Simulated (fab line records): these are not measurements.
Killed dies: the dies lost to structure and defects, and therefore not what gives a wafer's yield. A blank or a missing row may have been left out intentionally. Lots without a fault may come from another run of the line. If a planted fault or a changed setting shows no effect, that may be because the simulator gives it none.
fab line records | flow sky130
[record] lots = 5 | wafers = 15 | lastDay = 51
route steps=708 shown FIELD_ISO@1 NWELL@32 PAD_OPEN@708
lots with no fault: from the same line, run without faults
startH: the number of hours between the record's first day and the start of the first shown wafer of the lot | waitH: time in hours since the lot's previous step | " as in the row above | L1.1+2: several wafers, shown together as one row | - no value, or no start given | * or withheld: withheld | < > ~ a bound
route shown NAME@n: a module of which the file shows steps, and the number in the route of the first | usual: mean/standard deviation of fault-free wafers | same: alike in all rows | chamber/n: place in a boat | sites: per-site readings | _std_site: standard deviation of those values | _edge_site: mean of outer sites minus mean of inner sites | radiusMm: for every site, how far away it sits from the centre of the wafer | mask NAME#n: copy n | behind: the most recent tool/chamber to have shaped the wafer | hold: why the lot was held/for how many hours/how that ended | device: transistor that didn't switch, given as n, p or np | end of line: tests run on the same wafers once the route is complete | for a step that has no rows: nothing shown but its recipe | killed: not the wafer's yield, but the dies lost to structure and defects at the first sort | map: a wafer's dies, x killed, . not, _ none there
set.NAME: setting as actually run; set.NAME@STEP: the setting as run at that earlier step | model.NAME: the simulator's own value behind a step, which no gauge read
lots at selected steps of the route; one table per step, one row per wafer
services: when a tool's chamber went out of use (startH, in hours from the record's first day, below 0 if earlier), for how many hours, and the reason
[[steps]]
[step SKY_FIELD_ISO_BOW_MEAS_00]
[recipe] mode = bow
[usual] INCOMING_BOW = 1/6.9
lot.wafer | tool         | chamber | startH | waitH | INCOMING_BOW[um]
L678.2    | filmMetro-04 | -       | 35.02  | -     | 0
L678.4    | "            | -       | "      | "     | -21
L678.6    | "            | -       | "      | "     | 4
L679.2    | filmMetro-02 | -       | 40.02  | -     | -2
L679.3    | "            | -       | "      | "     | 2
L679.5    | "            | -       | "      | "     | 2
L685.4    | filmMetro-01 | -       | 70.06  | -     | -5
L685.5    | "            | -       | "      | "     | -20
L685.6    | "            | -       | "      | "     | -12
L688.2    | filmMetro-02 | -       | 85.02  | -     | 1
L688.3    | "            | -       | "      | "     | 10
L688.6    | "            | -       | "      | "     | 18
L694.3    | filmMetro-04 | -       | 115.04 | -     | -3
L694.4    | "            | -       | "      | "     | -3
L694.6    | "            | -       | "      | "     | 1
[step SKY_FIELD_ISO_OXIDATION_01]
[recipe] tempC = 900 | ambient = O2 | stabiliseS = 600 | purgeS = 300 | targetThkA = 120 | oxTimeS = 1843
[step SKY_FIELD_ISO_THK_MEAS_02]
[recipe] reads = SiO2_of_FIELD_ISO_OXIDATION_01
[usual] FIELD_ISO_OXIDATION_00_THK = 12.12/0.17
lot.wafer | tool         | chamber | startH | waitH | FIELD_ISO_OXIDATION_00_THK[nm]
L678.2    | filmMetro-02 | -       | 37.12  | 0.0   | 11.99
L678.4    | "            | -       | "      | "     | 12.15
L678.6    | "            | -       | "      | "     | 11.81
L679.2    | filmMetro-01 | -       | 44.50  | 0.0   | 12.42
L679.3    | "            | -       | "      | "     | 12.23
L679.5    | "            | -       | "      | "     | 12.02
L685.4    | filmMetro-01 | -       | 73.18  | 0.0   | 12.37
L685.5    | "            | -       | "      | "     | 12.16
L685.6    | "            | -       | "      | "     | 12.23
L688.2    | filmMetro-01 | -       | 88.83  | 0.0   | 12.12
L688.3    | "            | -       | "      | "     | 12.19
L688.6    | "            | -       | "      | "     | 12.31
L694.3    | filmMetro-02 | -       | 116.65 | 0.0   | 12.08
L694.4    | "            | -       | "      | "     | 11.89
L694.6    | "            | -       | "      | "     | 11.97
[step SKY_FIELD_ISO_CVD_03]
[recipe] material = Si3N4 | precursor = DCS/NH3 | targetThkNm = 165 | tempC = 770 | timeS = 2830 | pressureMtorr = 250
[usual] zonePowerCentrePct = 13.5/0.43 | zonePowerTopPct = 29.5/0.98
lot.wafer | tool     | chamber | startH | waitH | zonePowerCentrePct | zonePowerTopPct
L678.2    | lpcvd-02 | 0       | 37.17  | 0.0   | 13.9               | 30.5
L678.4    | "        | 0       | "      | "     | 14.0               | 30.8
L678.6    | "        | 0       | "      | "     | 13.8               | 30.4
L679.2    | lpcvd-02 | 1       | 44.55  | 0.0   | 12.8               | 28.8
L679.3    | "        | 1       | "      | "     | 13.3               | 28.1
L679.5    | "        | 1       | "      | "     | 13.1               | 28.7
L685.4    | lpcvd-02 | 1       | 73.21  | 0.0   | 13.1               | 28.0
L685.5    | "        | 1       | "      | "     | 12.9               | 28.7
L685.6    | "        | 1       | "      | "     | 13.0               | 28.6
L688.2    | lpcvd-02 | 0       | 88.88  | 0.0   | 14.0               | 30.7
L688.3    | "        | 0       | "      | "     | 13.7               | 29.9
L688.6    | "        | 0       | "      | "     | 13.9               | 30.2
L694.3    | lpcvd-02 | 1       | 119.34 | 2.7   | 13.1               | 28.3
L694.4    | "        | 1       | "      | "     | 12.8               | 28.3
L694.6    | "        | 1       | "      | "     | 13.3               | 28.4
[step SKY_FIELD_ISO_THK_MEAS_04]
[recipe] reads = Si3N4_of_FIELD_ISO_CVD_03
[usual] FIELD_ISO_CVD_03_THK = 166.1/1.6
lot.wafer | tool         | chamber | startH | waitH | FIELD_ISO_CVD_03_THK[nm]
L678.2    | filmMetro-02 | -       | 38.97  | 0.0   | 162.6
L678.4    | "            | -       | "      | "     | 164.8
L678.6    | "            | -       | "      | "     | 162.8
L679.2    | filmMetro-02 | -       | 46.35  | 0.0   | 165.8
L679.3    | "            | -       | "      | "     | 166.4
L679.5    | "            | -       | "      | "     | 166.3
L685.4    | filmMetro-02 | -       | 75.03  | 0.0   | 166.2
L685.5    | "            | -       | "      | "     | 165.0
L685.6    | "            | -       | "      | "     | 167.4
L688.2    | filmMetro-01 | -       | 91.57  | 0.0   | 166.2
L688.3    | "            | -       | "      | "     | 166.5
L688.6    | "            | -       | "      | "     | 166.3
L694.3    | filmMetro-04 | -       | 121.14 | 0.0   | 165.4
L694.4    | "            | -       | "      | "     | 167.3
L694.6    | "            | -       | "      | "     | 166.6
[step SKY_FIELD_ISO_DEHYDRATE_05]
[recipe] tempC = 200 | timeS = 60
[step SKY_FIELD_ISO_HMDS_06]
[recipe] primeTimeS = 60 | primeTempC = 120
[step SKY_FIELD_ISO_COAT_07]
[recipe] resist = BARC | tempC = withheld | timeS = withheld | spinRpm = 3000 | resistThkNm = 60
[step SKY_FIELD_ISO_COAT_08]
[recipe] resist = KrF-thick | spinRpm = 3000 | resistThkNm = 450
[step SKY_FIELD_ISO_SOFTBAKE_09]
[recipe] tempC = 100 | timeS = 90 | resist = KrF-thick
[step SKY_FIELD_ISO_EXPOSE_10]
[recipe] maskId = FOM | na = 0.68 | sourceShape = annular | sigmaInner = 0.4 | sigmaOuter = 0.8 | targetCdNm = 150 | doseMj = 28
[step SKY_FIELD_ISO_PEB_11]
[recipe] pebTempC = withheld | pebTimeS = withheld | resist = KrF-thick
[step SKY_FIELD_ISO_DEVELOP_12]
[recipe] developTimeS = 60 | resist = KrF-thick | devTempC = 21
[step SKY_FIELD_ISO_CD_MEAS_13]
[recipe] targetCdNm = 150
[usual] cdNm = 150.9/1.3
lot.wafer | tool     | chamber | startH | waitH | cdNm
L678.2    | cdSem-02 | -       | 54.80  | -     | 152.3
L678.4    | "        | -       | "      | "     | 150.7
L678.6    | "        | -       | "      | "     | 151.7
L679.2    | cdSem-01 | -       | 62.20  | -     | 150.8
L679.3    | "        | -       | "      | "     | 151.2
L679.5    | "        | -       | "      | "     | 151.1
L685.4    | cdSem-01 | -       | 92.20  | -     | 149.9
L685.5    | "        | -       | "      | "     | 151.3
L685.6    | "        | -       | "      | "     | 150.5
L688.2    | cdSem-02 | -       | 108.76 | -     | 152.0
L688.3    | "        | -       | "      | "     | 150.1
L688.6    | "        | -       | "      | "     | 152.9
L694.3    | cdSem-01 | -       | 140.38 | -     | 149.0
L694.4    | "        | -       | "      | "     | 148.7
L694.6    | "        | -       | "      | "     | 149.8
[step SKY_FIELD_ISO_ETCH_14]
[recipe] chemistry = N2/H2 | target = BARC | ionEnergyEv = 200 | sourceW = 500 | biasW = 100 | pressureMtorr = 30 | n2FlowSccm = 100 | h2FlowSccm = 200 | stopOn = SiO2 | timeS = 45.9 | targetDepthA = 600
[usual] chamberPressureMTorr = 30.00/0.031 | drypumpMotorCurrentA = 5.6/0.43 | h2FlowSccm = 199.9/0.62 | oesProductAu = 0.855/0.0047 | throttleValvePct = 13.224/0.0098
lot.wafer | tool       | chamber | startH | waitH | chamberPressureMTorr | drypumpMotorCurrentA | h2FlowSccm | oesProductAu | rfHoursCounterH | throttleValvePct
L678.2    | rieDiel-04 | 2       | 54.90  | 0.1   | 30.01                | 5.8                  | 199.9      | 0.848        | 161             | 13.244
L678.4    | "          | 0       | "      | "     | 30.01                | 5.5                  | 200.0      | 0.843        | 119             | 13.207
L678.6    | "          | 0       | "      | "     | 29.97                | 5.5                  | 199.8      | 0.858        | -               | 13.231
L679.2    | rieDiel-03 | 3       | 62.30  | 0.1   | 29.99                | 5.7                  | 200.7      | 0.856        | 147             | 13.235
L679.3    | "          | 2       | "      | "     | 30.03                | 5.7                  | 199.3      | 0.853        | 36              | 13.237
L679.5    | "          | 3       | "      | "     | 29.96                | 5.7                  | 199.7      | 0.856        | -               | 13.210
L685.4    | rieDiel-03 | 1       | 92.26  | 0.0   | 30.02                | 4.7                  | 199.4      | 0.854        | 106             | 13.218
L685.5    | "          | 2       | "      | "     | 30.00                | 5.7                  | 199.3      | 0.863        | -               | 13.209
L685.6    | "          | 3       | "      | "     | 30.02                | 5.8                  | 201.0      | 0.851        | -               | 13.218
L688.2    | rieDiel-04 | 1       | 108.86 | 0.1   | 30.02                | 5.7                  | 200.9      | 0.856        | 69              | 13.217
L688.3    | "          | 0       | "      | "     | 30.01                | 5.5                  | 200.0      | 0.855        | 120             | 13.234
L688.6    | "          | 3       | "      | "     | 30.01                | 6.0                  | 199.9      | 0.856        | -               | 13.219
L694.3    | rieDiel-03 | 0       | 140.46 | 0.1   | 29.97                | 5.5                  | 199.6      | 0.860        | 1               | 13.225
L694.4    | "          | 2       | "      | "     | 30.05                | 5.7                  | 199.3      | 0.850        | -               | 13.203
L694.6    | "          | 3       | "      | "     | 29.95                | 5.8                  | 199.9      | 0.859        | -               | 13.221
[step SKY_FIELD_ISO_ETCH_15]
[recipe] chemistry = CHF3/O2 | targetDepthNm = 180 | stopOn = Si | sourceW = 600 | biasW = 200 | pressureMtorr = 40 | chf3FlowSccm = 50 | O2_flow_sccm = 5 | timeS = 72
[usual] chamberPressureMTorr = 40.00/0.037 | drypumpMotorCurrentA = 5.6/0.43 | oesProductAu = 0.949/0.0072 | throttleValvePct = 8.846/0.01
lot.wafer | tool       | chamber | startH | waitH | chamberPressureMTorr | drypumpMotorCurrentA | oesProductAu | rfHoursCounterH | throttleValvePct
L678.2    | rieDiel-04 | 2       | 54.94  | 0.0   | 40.10                | 5.8                  | 0.939        | 161             | 8.847
L678.4    | "          | 0       | "      | "     | 40.07                | 5.5                  | 0.946        | 119             | 8.850
L678.6    | "          | 0       | "      | "     | 40.03                | 5.5                  | 0.946        | -               | 8.829
L679.2    | rieDiel-03 | 3       | 62.34  | 0.0   | 40.00                | 5.7                  | 0.948        | 147             | 8.854
L679.3    | "          | 2       | "      | "     | 40.01                | 5.7                  | 0.951        | 36              | 8.854
L679.5    | "          | 3       | "      | "     | 39.98                | 5.7                  | 0.952        | -               | 8.847
L685.4    | rieDiel-03 | 1       | 92.30  | 0.0   | 40.06                | 4.7                  | 0.945        | 106             | 8.843
L685.5    | "          | 2       | "      | "     | 39.99                | 5.7                  | 0.940        | -               | 8.861
L685.6    | "          | 3       | "      | "     | 40.01                | 5.7                  | 0.957        | -               | 8.863
L688.2    | rieDiel-04 | 1       | 108.90 | 0.0   | 40.00                | 5.6                  | 0.943        | 69              | 8.863
L688.3    | "          | 0       | "      | "     | 39.98                | 5.5                  | 0.954        | 120             | 8.862
L688.6    | "          | 3       | "      | "     | 40.01                | 6.0                  | 0.956        | -               | 8.862
L694.3    | rieDiel-03 | 0       | 140.50 | 0.0   | 39.94                | 5.5                  | 0.947        | 1               | 8.856
L694.4    | "          | 2       | "      | "     | 40.00                | 5.7                  | 0.953        | -               | 8.836
L694.6    | "          | 3       | "      | "     | 39.94                | 5.7                  | 0.950        | -               | 8.853
[step SKY_FIELD_ISO_STRIP_16]
[recipe] chemistry = O2/N2 | powerW = 1400 | pressureMtorr = 1500 | platenTempC = withheld | o2FlowSccm = 3000 | n2FlowSccm = 300 | overashFraction = 0.5
[usual] chamberPressureMTorr = 1500.0/1.3 | drypumpMotorCurrentA = 5.5/0.42 | oesProductAu = 0.378/0.0048 | stripTimeToEndpointS = 3.55/0.037
lot.wafer | tool           | chamber | startH | waitH | chamberPressureMTorr | drypumpMotorCurrentA | oesProductAu | rfHoursCounterH | stripTimeToEndpointS
L678.2    | plasmaAsher-02 | 0       | 55.00  | 0.0   | 1501.6               | 5.6                  | 0.381        | 34              | 3.55
L678.4    | "              | 0       | "      | "     | 1500.1               | 5.6                  | 0.376        | -               | 3.58
L678.6    | "              | 0       | "      | "     | 1501.0               | 5.6                  | 0.376        | -               | 3.57
L679.2    | plasmaAsher-02 | 1       | 62.40  | 0.0   | 1500.9               | 5.3                  | 0.382        | 35              | 3.51
L679.3    | "              | 0       | "      | "     | 1498.8               | 5.6                  | 0.376        | -               | 3.55
L679.5    | "              | 1       | "      | "     | 1499.1               | 5.3                  | 0.374        | -               | 3.51
L685.4    | plasmaAsher-03 | 0       | 92.39  | 0.1   | 1500.0               | 5.9                  | 0.376        | -               | 3.55
L685.5    | "              | 1       | "      | "     | 1500.9               | 5.4                  | 0.376        | -               | 3.52
L685.6    | "              | 0       | "      | "     | 1500.3               | 5.9                  | 0.377        | -               | 3.51
L688.2    | plasmaAsher-02 | 0       | 108.96 | 0.0   | 1501.6               | 5.6                  | 0.382        | 40              | 3.59
L688.3    | "              | 1       | "      | "     | 1500.0               | 5.3                  | 0.376        | -               | 3.57
L688.6    | "              | 1       | "      | "     | 1501.0               | 5.3                  | 0.376        | -               | 3.50
L694.3    | plasmaAsher-01 | 0       | 140.59 | 0.1   | 1499.6               | 4.7                  | 0.373        | -               | 3.60
L694.4    | "              | 1       | "      | "     | 1498.0               | 5.9                  | 0.374        | -               | 3.54
L694.6    | "              | 1       | "      | "     | 1501.0               | 5.9                  | 0.386        | -               | 3.51
[step SKY_FIELD_ISO_ETCH_17]
[recipe] targetDepthA = 3420 | maskMaterial = Si3N4 | chemistry = HBr/Cl2/O2 | target = Si | taperDeg = 5 | icpW = 600 | biasW = 150 | pressureMtorr = 15 | HBr_flow_sccm = 150 | Cl2_flow_sccm = 40 | O2_flow_sccm = 6 | timeS = 97.7
[usual] chamberPressureMTorr = 14.999/0.013 | drypumpMotorCurrentA = 5.66/0.29 | oesProductAu = 1.007/0.0084 | throttleValvePct = 25.652/0.01
lot.wafer | tool     | chamber | startH | waitH | chamberPressureMTorr | drypumpMotorCurrentA | oesProductAu | rfHoursCounterH | throttleValvePct
L678.2    | rieSi-01 | 1       | 55.10  | 0.1   | 14.992               | 5.59                 | 1.013        | 74              | 25.654
L678.4    | "        | 3       | "      | "     | 14.980               | 6.19                 | 1.013        | -               | 25.658
L678.6    | "        | 2       | "      | "     | 15.012               | 5.78                 | 1.014        | -               | 25.646
L679.2    | rieSi-02 | 3       | 62.50  | 0.1   | 15.010               | 5.84                 | 1.012        | 102             | 25.649
L679.3    | "        | 2       | "      | "     | 14.982               | 5.35                 | 1.005        | 1               | 25.658
L679.5    | "        | 3       | "      | "     | 15.014               | 5.82                 | 1.008        | -               | 25.654
L685.4    | rieSi-02 | 3       | 92.46  | 0.0   | 14.997               | 5.82                 | 1.016        | 102             | 25.644
L685.5    | "        | 0       | "      | "     | 14.984               | 5.64                 | 1.017        | -               | 25.623
L685.6    | "        | 3       | "      | "     | 15.006               | 5.84                 | 1.015        | -               | 25.644
L688.2    | rieSi-01 | 2       | 109.06 | 0.1   | 14.992               | 5.76                 | 1.018        | 1               | 25.633
L688.3    | "        | 1       | "      | "     | 14.983               | 5.64                 | 1.010        | 75              | 25.646
L688.6    | "        | 0       | "      | "     | 14.986               | 5.21                 | 0.992        | -               | 25.672
L694.3    | rieSi-02 | 2       | 140.66 | 0.0   | 15.017               | 5.34                 | 1.000        | 1               | 25.661
L694.4    | "        | 3       | "      | "     | 14.991               | 5.80                 | 1.001        | 103             | 25.660
L694.6    | "        | 1       | "      | "     | 14.998               | 5.46                 | 0.995        | -               | 25.673
[step SKY_FIELD_ISO_WET_ETCH_18]
[recipe] chemistry = H3PO4 | targetDepthNm = 25 | tempC = 160 | target = Si3N4 | timeS = 286
[step SKY_FIELD_ISO_CLEAN_19]
[recipe] chemistry = SC1/SC2 | mix = 1:4:20 | tempC = 70 | timeS = 150
[step SKY_FIELD_ISO_CLEAN_20]
[recipe] chemistry = dHF | timeS = 20 | dilution = 100:1
[step SKY_FIELD_ISO_WET_ETCH_21]
[recipe] chemistry = dHF | dilution = 100:1 | targetDepthNm = 20 | dry = ipaMarangoni | target = SiO2 | tempC = 25 | timeS = 400
[step SKY_FIELD_ISO_OXIDATION_22]
[recipe] tempC = 950 | ambient = O2 | stabiliseS = 600 | purgeS = 300 | targetThkA = 100 | oxTimeS = 623
[step SKY_FIELD_ISO_THK_MEAS_23]
[recipe] reads = SiO2_of_FIELD_ISO_OXIDATION_22
[usual] FIELD_ISO_OXIDATION_01_THK = 10.03/0.24
lot.wafer | tool         | chamber | startH | waitH | FIELD_ISO_OXIDATION_01_THK[nm]
L678.2    | filmMetro-02 | -       | 57.81  | 0.0   | 10.19
L678.4    | "            | -       | "      | "     | 10.35
L678.6    | "            | -       | "      | "     | 10.27
L679.2    | filmMetro-04 | -       | 64.40  | 0.0   | 9.97
L679.3    | "            | -       | "      | "     | 9.88
L679.5    | "            | -       | "      | "     | 10.07
L685.4    | filmMetro-01 | -       | 95.47  | 0.1   | 10.25
L685.5    | "            | -       | "      | "     | 10.08
L685.6    | "            | -       | "      | "     | 10.07
L688.2    | filmMetro-01 | -       | 111.40 | 0.0   | 9.88
L688.3    | "            | -       | "      | "     | 10.01
L688.6    | "            | -       | "      | "     | 9.85
L694.3    | filmMetro-02 | -       | 143.50 | 0.0   | 9.78
L694.4    | "            | -       | "      | "     | 9.64
L694.6    | "            | -       | "      | "     | 9.86
[step SKY_FIELD_ISO_CVD_24]
[recipe] material = SiO2 | targetThkNm = 595 | tempC = 650 | sigmaOpenFrac = 0.3 | timeS = 99.2 | sih4FlowSccm = 60 | pressureMtorr = 6
[step SKY_FIELD_ISO_THK_MEAS_25]
[recipe] reads = SiO2_of_FIELD_ISO_CVD_24
[usual] FIELD_ISO_CVD_24_THK = 594/6.3
lot.wafer | tool         | chamber | startH | waitH | FIELD_ISO_CVD_24_THK[nm]
L678.2    | filmMetro-01 | -       | 57.95  | 0.0   | 593
L678.4    | "            | -       | "      | "     | 596
L678.6    | "            | -       | "      | "     | 595
L679.2    | filmMetro-01 | -       | 64.53  | 0.0   | 596
L679.3    | "            | -       | "      | "     | 600
L679.5    | "            | -       | "      | "     | 598
L685.4    | filmMetro-01 | -       | 95.60  | 0.0   | 599
L685.5    | "            | -       | "      | "     | 590
L685.6    | "            | -       | "      | "     | 590
L688.2    | filmMetro-02 | -       | 111.53 | 0.0   | 598
L688.3    | "            | -       | "      | "     | 592
L688.6    | "            | -       | "      | "     | 594
L694.3    | filmMetro-04 | -       | 143.63 | 0.1   | 585
L694.4    | "            | -       | "      | "     | 589
L694.6    | "            | -       | "      | "     | 590
[step SKY_FIELD_ISO_ANNEAL_26]
[recipe] tempC = 1000 | timeS = 1800 | ambient = N2
[step SKY_FIELD_ISO_CMP_27]
[recipe] stopOn = Si3N4 | tOverpolishS = 16 | downForcePsi = 4 | platenRpm = 60 | targetThkNm = 457.8 | padVelocityMS = 0.94248
[usual] motorCurrentA = 12.1/1.7 | overpolishRunS = 16.002/0.0082 | timeToEndpointS = 111/4.4
lot.wafer | tool   | chamber | startH | waitH | motorCurrentA | overpolishRunS | timeToEndpointS
L678.2    | cmp-02 | 3       | 59.55  | 0.1   | 9.5           | 15.990         | 112
L678.4    | "      | 1       | "      | "     | 10.9          | 16.000         | 116
L678.6    | "      | 3       | "      | "     | 9.5           | 16.004         | 113
L679.3    | cmp-01 | 2       | 67.23  | 0.0   | 13.3          | 16.018         | 106
L679.2    | "      | 1       | "      | "     | 12.2          | 16.000         | 109
L679.5    | "      | 3       | "      | "     | 13.5          | 15.998         | 113
L685.4    | cmp-01 | 0       | 100.50 | 0.1   | 10.9          | 15.996         | 114
L685.5    | "      | 3       | "      | "     | 12.5          | 16.002         | 113
L685.6    | "      | 0       | "      | "     | 10.5          | 15.994         | 110
L688.3    | cmp-02 | 1       | 114.24 | 0.0   | 11.1          | 16.009         | 119
L688.2    | "      | 2       | "      | "     | 15.9          | 16.009         | 114
L688.6    | "      | 1       | "      | "     | 10.7          | 16.009         | 116
L694.4    | cmp-02 | 2       | 145.27 | 0.1   | 15.5          | 15.991         | 107
L694.3    | "      | 3       | "      | "     | 9.8           | 15.996         | 104
L694.6    | "      | 1       | "      | "     | 11.5          | 15.996         | 106
[step SKY_FIELD_ISO_WET_ETCH_28]
[recipe] chemistry = dHF | targetDepthNm = 23.7 | target = SiO2 | dilution = 10:1 | tempC = 25 | timeS = 47
[step SKY_FIELD_ISO_WET_ETCH_29]
[recipe] chemistry = H3PO4 | targetDepthNm = 160 | target = Si3N4 | tempC = 160 | timeS = 1825
[step SKY_FIELD_ISO_WET_ETCH_30]
[recipe] chemistry = dHF | targetDepthNm = 25 | target = SiO2 | dilution = 10:1 | tempC = 25 | timeS = 50
[step SKY_NWELL_CLEAN_00]
[recipe] chemistry = SC1/SC2 | mix = 1:4:20 | tempC = 70 | timeS = 150 | dry = n2Spin
[step SKY_NWELL_OXIDATION_01]
[recipe] tempC = 900 | ambient = O2 | stabiliseS = 600 | purgeS = 300 | targetThkA = 100 | oxTimeS = 1418
[step SKY_PAD_OPEN_PROBE_99]
[usual] killed_at_M0_to_M3 = 42/7.3 | killed_at_M4_up = 3.4/2 | killedAtContacts = 24/5.6 | killedAtFrontEnd = 16/4.5 | killedAtOther = 0.2/0.51 | killedDies = 86/9.8 | killedOnRim = 17/3.8 | killedOpen = 46/7 | killedShort = 40/6.7
[same] grossDies = 492 | killedAtBackSide = 0
lot.wafer | tool      | chamber | startH  | waitH | killed_at_M0_to_M3 | killed_at_M4_up | killedAtContacts | killedAtFrontEnd | killedAtOther | killedDies | killedOnRim | killedOpen | killedShort
L679.2    | prober-02 | -       | 1105.42 | 0.1   | 34                 | 1               | 22               | 23               | 0             | 80         | 11          | 44         | 35
L679.3    | prober-02 | -       | 1105.47 | 0.2   | 52                 | 2               | 24               | 21               | 0             | 99         | 17          | 53         | 46
L679.5    | prober-02 | -       | 1105.57 | 0.2   | 45                 | 5               | 29               | 14               | 0             | 93         | 20          | 55         | 38
L685.4    | prober-02 | -       | 1210.16 | 0.2   | 38                 | 3               | 37               | 14               | 0             | 92         | 22          | 56         | 36
L685.5    | prober-02 | -       | 1210.21 | 0.2   | 41                 | 3               | 28               | 12               | 0             | 84         | 12          | 43         | 41
L685.6    | prober-02 | -       | 1210.26 | 0.2   | 41                 | 5               | 30               | 19               | 1             | 96         | 13          | 50         | 46
L694.3    | prober-01 | -       | 1213.41 | 0.5   | 48                 | 5               | 20               | 26               | 0             | 99         | 27          | 44         | 37
L694.4    | prober-01 | -       | 1213.46 | 0.5   | 41                 | 0               | 12               | 36               | 0             | 89         | 29          | 30         | 40
L694.6    | prober-01 | -       | 1213.56 | 0.6   | 42                 | 2               | 24               | 33               | 0             | 101        | 26          | 40         | 43
// killed by level:class
L679.2 CONTACT:geometricParticle:open=11 VIA1:geometricParticle:open=9 FIELD_ISO:geometricParticle:open=8 POLY_GATE:geometricParticle:short=5 VIA2:geometricParticle:open=5 LI_CONTACT:geometricParticle:short=4 CONTACT:geometricParticle:short=4 VIA3:geometricParticle:short=4
L679.3 VIA1:geometricParticle:open=10 CONTACT:geometricParticle:open=9 LI_CONTACT:geometricParticle:open=8 METAL1:geometricParticle:short=8 VIA1:geometricParticle:short=6 FIELD_ISO:geometricParticle:short=5 POLY_GATE:geometricParticle:open=5 VIA3:geometricParticle:open=5
L679.5 VIA1:geometricParticle:open=19 CONTACT:geometricParticle:open=13 CONTACT:geometricParticle:short=6 VIA1:geometricParticle:short=5 FIELD_ISO:geometricParticle:open=4 FIELD_ISO:geometricParticle:short=4 LI_CONTACT:geometricParticle:short=4 LI_CONTACT:geometricParticle:open=4
L685.4 CONTACT:geometricParticle:open=16 LI_CONTACT:geometricParticle:open=12 VIA1:geometricParticle:open=11 METAL1:geometricParticle:short=6 POLY_GATE:geometricParticle:open=4 CONTACT:geometricParticle:short=4 METAL2:geometricParticle:short=4 VIA2:geometricParticle:open=4
L685.5 LOCAL_INTERCONNECT:geometricParticle:short=7 LI_CONTACT:geometricParticle:open=7 CONTACT:geometricParticle:open=7 METAL1:geometricParticle:short=7 VIA1:geometricParticle:open=6 VIA2:geometricParticle:open=6 LI_CONTACT:geometricParticle:short=5 VIA3:geometricParticle:open=5
L685.6 CONTACT:geometricParticle:open=10 METAL2:geometricParticle:short=9 FIELD_ISO:geometricParticle:open=8 CONTACT:geometricParticle:short=8 LI_CONTACT:geometricParticle:open=7 VIA2:geometricParticle:open=6 VIA1:geometricParticle:open=6 VIA3:geometricParticle:open=5
L694.3 FIELD_ISO:unspecified=18 CONTACT:geometricParticle:open=11 VIA1:geometricParticle:open=10 VIA2:geometricParticle:open=9 METAL1:geometricParticle:short=7 METAL2:geometricParticle:short=5 VIA3:geometricParticle:open=5 LI_CONTACT:geometricParticle:open=4
L694.4 FIELD_ISO:unspecified=19 VIA1:geometricParticle:open=9 METAL1:geometricParticle:short=7 VIA3:geometricParticle:open=7 METAL2:geometricParticle:short=6 FIELD_ISO:geometricParticle:open=4 FIELD_ISO:geometricParticle:short=4 SPACER:geometricParticle:short=4
L694.6 FIELD_ISO:unspecified=18 VIA1:geometricParticle:open=11 CONTACT:geometricParticle:open=10 METAL1:geometricParticle:short=7 FIELD_ISO:geometricParticle:short=6 VIA1:geometricParticle:short=6 LI_CONTACT:geometricParticle:open=5 METAL2:geometricParticle:short=5
// map L694.6 (x killed, . not)
__________xxx..x.xx._________
________........xx...._______
______......x.....x....._____
_____.......x...xx...xx.x____
____...x.x......x.....x..x___
___...................xx..x__
__.......x...x.............x_
_...x...x.........xx....x.xx.
_.x.x...........x.......x....
_......x..........x..........
_.x....x.....x....xx....x....
_.x...xx.......x.............
_..x...x.....x.....x.........
_x.........x...x.............
_............................
__...x..x....xx....xxx..x..._
___x.x..x..x........x......__
____...............x......___
_____....xx........x.....____
______.....xx.x..xxxx.x._____
________.xx.xxxxxxxxxx_______
__________...xxxxxxx_________
// map L685.6 (x killed, . not)
__________........x._________
________......x.....x._______
______.x..x.x..x.x.x...._____
_____..x........xx.....x.____
____..x....x..xx..........___
___......xx.......xx.......__
__....x..xxx.....x.........._
_x..........xx.........x.....
_..........xx.......x....x...
_x..x.......x..x...x....x....
_x....x.x..xx..........x.....
_.xxxx.....x...x..xxxx....x..
_....xxx.x.........x...x.....
_.....x.....x..x.x.x....x.x.x
_x........x.x..xx....x.......
__.........xx.xx............_
___............xx...x......__
____x.........x....x...x..___
_____........x.x.........____
______.........x........_____
________...x..x.....x._______
__________..xx......_________
[[services]]
tool           | chamber | startH | hours | kind
rieDiel-04     | 1       | 16.48  | 7.7   | repair
rieSi-01       | 0       | 42.85  | 36.2  | repair
rieSi-02       | 0       | 43.62  | 5.6   | repair
rieDiel-03     | 0       | 49.43  | -     | clean
rieDiel-03     | 0       | 49.43  | 24.7  | scheduledDown
rieDiel-03     | 0       | 49.43  | 24.7  | ventCycle
plasmaAsher-03 | -       | 60.10  | 0.7   | repair
plasmaAsher-01 | -       | 62.74  | 7.6   | repair
cmp-02         | -       | 64.00  | 4.0   | pm
cmp-02         | -       | 68.00  | -     | consumableReplace:conditioner
cmp-02         | -       | 68.00  | -     | consumableReplace:pad
cmp-02         | -       | 72.74  | 10.8  | pm
rieDiel-04     | 0       | 76.87  | 16.4  | repair
rieSi-01       | 0       | 95.87  | -     | clean
rieSi-01       | 0       | 95.87  | 12.9  | scheduledDown
rieSi-01       | 0       | 95.87  | 12.9  | ventCycle
plasmaAsher-01 | -       | 108.75 | 9.0   | pm
rieSi-02       | 0       | 119.33 | 8.3   | repair
rieDiel-04     | 2       | 120.32 | -     | clean
rieDiel-04     | 2       | 120.32 | 20.7  | scheduledDown
rieDiel-04     | 2       | 120.32 | 20.7  | ventCycle
rieSi-02       | 3       | 122.71 | 1.8   | repair
rieDiel-03     | 1       | 140.14 | 7.4   | repair
rieSi-01       | 2       | 140.27 | 22.2  | repair
[[key]]
[firstSign] step = SKY_PAD_OPEN_PROBE_99 | reading = killedAtFrontEnd | direction = up | sigmas = 3.5 | usual = 16 | struck = 32
[effect] step = SKY_PAD_OPEN_PROBE_99 | reading = killedOnRim | direction = up | sigmas = 2.7 | usual = 17 | struck = 27
metAt SKY_FIELD_ISO_CVD_03
struckWafers L694.3,L694.4,L694.6
testerLeftOut L694
onsetBetween 73.21 119.34
alsoFits time
[fault] kind = chamberParticleSource | tool = lpcvd-02 | chamber = 1 | onsetH = 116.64 | steps = SKY_FIELD_ISO_CVD_03 | ratePerVisitCm2 = 2.1205 | endH = 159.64
// testerLeftOut: of these lots the tester's yield and bins aren't shown, on N5 and GAA mostly nor the transistor test; their killed dies are dies lost to structure and defects alone, not to doping, threshold or leakage, so they don't give the yield
